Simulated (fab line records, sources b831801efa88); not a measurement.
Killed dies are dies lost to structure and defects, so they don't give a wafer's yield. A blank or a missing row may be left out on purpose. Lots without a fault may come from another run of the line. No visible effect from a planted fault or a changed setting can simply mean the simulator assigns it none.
What tool caused it?    flow sky130    39 wafers from 13 lots sampled at 5 of the route's 708 steps

## WHAT THE GAUGES READ, wafer by wafer
SKY_GATE_OXIDE_THK_MEAS_02. Usual: GATE_OXIDE_OXIDATION_00_THK typically reads 10.17 nm, with standard deviation 0.24.
lot   measured      on            GATE_OXIDE_OXIDATION_00_THK (nm)  flag
L486  day 12 17:05  filmMetro-02  10.16 9.96 10.17                  
L490  day 14 09:15  filmMetro-04  10.42 10.29 10.67                 
L492  day 15 01:52  filmMetro-02  9.88 10.08 9.95                   
L493  day 15 06:41  filmMetro-04  10.59 10.72 10.48                 
L499  day 17 12:26  filmMetro-04  10.09 10.24 10.20                 
L501  day 18 23:16  filmMetro-02  10.05 10.08 9.90                  
L500  day 19 00:41  filmMetro-04  9.83 9.83 9.72                    
L502  day 19 00:42  filmMetro-02  10.03 10.03 9.97                  
L504  day 19 06:07  filmMetro-03  10.08 10.11 9.93                  
L506  day 19 19:07  filmMetro-03  10.27 10.47 10.65                 
L507  day 20 03:14  filmMetro-02  10.13 10.10 10.38                 
L508  day 20 16:53  filmMetro-03  10.22 10.03 10.06                 
L509  day 20 16:54  filmMetro-04  10.07 10.19 10.30                 

SKY_RES_PROTECT_TW_MEAS_08. Usual: POLY_GATE_TW typically reads 4042, with standard deviation 37.
lot   measured      on            POLY_GATE_TW    flag
L486  day 15 02:00  filmMetro-01  4023 4027 4026  
L490  day 16 19:45  filmMetro-04  30 30 30        OFF
L492  day 17 15:31  filmMetro-01  4033 4023 4020  
L493  day 17 21:59  filmMetro-04  4056 4064 4048  
L499  day 20 05:07  filmMetro-04  4048 4089 4080  
L501  day 21 16:04  filmMetro-04  4037 4066 4077  
L500  day 21 17:35  filmMetro-03  3956 3966 3973  
L502  day 21 17:43  filmMetro-04  4060 4078 4048  
L504  day 21 23:34  filmMetro-01  4053 4040 4019  
L506  day 22 10:19  filmMetro-04  4039 4053 4050  
L507  day 22 18:31  filmMetro-01  4038 4023 4023  
L508  day 23 09:26  filmMetro-03  3991 3972 3990  
L509  day 23 10:21  filmMetro-04  4060 4066 4058  

SKY_LDD_P_CD_MEAS_07: target cd 380 nm. Usual: cdNm at 380.4 nm, with a standard deviation of 2.5.
lot   measured      on        cdNm (nm)          flag
L486  day 19 03:08  cdSem-01  377.6 380.8 380.3  
L490  day 20 17:56  cdSem-02  384.0 384.1 382.3  
L492  day 21 18:32  cdSem-02  380.9 379.3 379.8  
L493  day 22 00:31  cdSem-02  377.3 378.0 378.9  
L499  day 24 06:55  cdSem-01  380.6 379.7 380.6  
L501  day 25 14:28  cdSem-01  382.1 381.9 382.1  
L500  day 25 17:41  cdSem-02  378.2 378.3 378.0  
L502  day 25 17:19  cdSem-02  384.7 382.9 386.5  
L504  day 25 21:16  cdSem-01  379.8 381.3 377.6  
L506  day 26 08:34  cdSem-02  383.1 382.8 381.5  
L507  day 26 16:08  cdSem-01  382.3 387.0 382.9  
L508  day 27 07:16  cdSem-02  379.2 382.4 377.2  
L509  day 27 09:56  cdSem-02  379.1 380.4 377.7  

SKY_LI_CONTACT_RS_MEAS_22: the measuring method here is four-point-probe. Usual: LI_CONTACT_W_RS typically reads 0.280 ohm/sq, with standard deviation 0.0033.
lot   measured      on            LI_CONTACT_W_RS (ohm/sq)  flag
L486  day 29 05:46  filmMetro-03  0.277 0.280 0.278         
L490  day 30 18:56  filmMetro-02  0.278 0.279 0.273         
L492  day 31 15:53  filmMetro-01  0.279 0.282 0.283         
L493  day 31 21:39  filmMetro-02  0.279 0.279 0.282         
L499  day 33 21:40  filmMetro-01  0.276 0.277 0.280         
L501  day 35 02:34  filmMetro-03  0.287 0.286 0.288         
L500  day 35 06:26  filmMetro-03  0.276 0.277 0.277         
L502  day 35 03:33  filmMetro-03  0.275 0.277 0.278         
L504  day 35 11:23  filmMetro-03  0.279 0.276 0.278         
L506  day 35 18:46  filmMetro-01  0.277 0.277 0.283         
L507  day 36 00:07  filmMetro-03  0.277 0.277 0.280         
L508  day 36 14:31  filmMetro-03  0.280 0.282 0.281         
L509  day 36 16:50  filmMetro-03  0.275 0.274 0.275         

## TOOL THAT RAN EACH LOT (tool first, then ch and the chambers of the sampled wafers, then the start)
lot   SKY_RES_PROTECT_EXPOSE_04
L486  ilineStepper-01 ch 0, day 14 12:10
L490  ilineStepper-02 ch 0, day 16 05:46
L492  ilineStepper-02 ch 0, day 17 01:17
L493  ilineStepper-02 ch 0, day 17 07:19
L499  ilineStepper-01 ch 0, day 19 13:17
L501  ilineStepper-01 ch 0, day 21 00:26
L500  ilineStepper-01 ch 0, day 21 01:59
L502  ilineStepper-02 ch 0, day 21 02:23
L504  ilineStepper-01 ch 0, day 21 07:48
L506  ilineStepper-01 ch 0, day 21 19:20
L507  ilineStepper-01 ch 0, day 22 02:58
L508  ilineStepper-02 ch 0, day 22 18:21
L509  ilineStepper-01 ch 0, day 22 19:41
- SKY_RES_PROTECT_EXPOSE_04: exposes mask RPM, target cd 1270 nm.

## WHAT THE TOOLS THEMSELVES READ (means of the sampled wafers that have a number; where no wafer has one, the mark that the record gives instead)
SKY_RES_PROTECT_EXPOSE_04. Usual: stageVelMmS 499.99 mm/s, standard deviation 0.26.
lot   tool             stageVelMmS (mm/s)  flag
L486  ilineStepper-01  500.24              
L490  ilineStepper-02  500.04              
L492  ilineStepper-02  499.88              
L493  ilineStepper-02  499.99              
L499  ilineStepper-01  500.03              
L501  ilineStepper-01  499.95              
L500  ilineStepper-01  500.07              
L502  ilineStepper-02  500.01              
L504  ilineStepper-01  500.08              
L506  ilineStepper-01  499.85              
L507  ilineStepper-01  500.09              
L508  ilineStepper-02  499.78              
L509  ilineStepper-01  499.90              

## THE ANSWER, worked out from the rows above alone
Rule: a lot is off if the mean of its wafers that have a number lies more than 3 standard deviations from the usual mean. Also off: a lot with no number at a reading for which 4 or more lots have one. The other lots that the step has rows for count as sound. First the gauges in route order, then the tools' own readings, where a lot's mean is used as printed above. At the first step where some lot is off, the reading lying furthest off is the one used; lots without a number count as furthest.
Off: at SKY_RES_PROTECT_TW_MEAS_08 (POLY_GATE_TW), L490.
If a tool, at a process step before that reading, ran all the lots that are off and no sound lot after the first of them, it fits. The gauges at SKY_RES_PROTECT_TW_MEAS_08 are tried like those tools. No candidate that was tried fits.

## WHAT THE SIMULATOR HAD INSERTED
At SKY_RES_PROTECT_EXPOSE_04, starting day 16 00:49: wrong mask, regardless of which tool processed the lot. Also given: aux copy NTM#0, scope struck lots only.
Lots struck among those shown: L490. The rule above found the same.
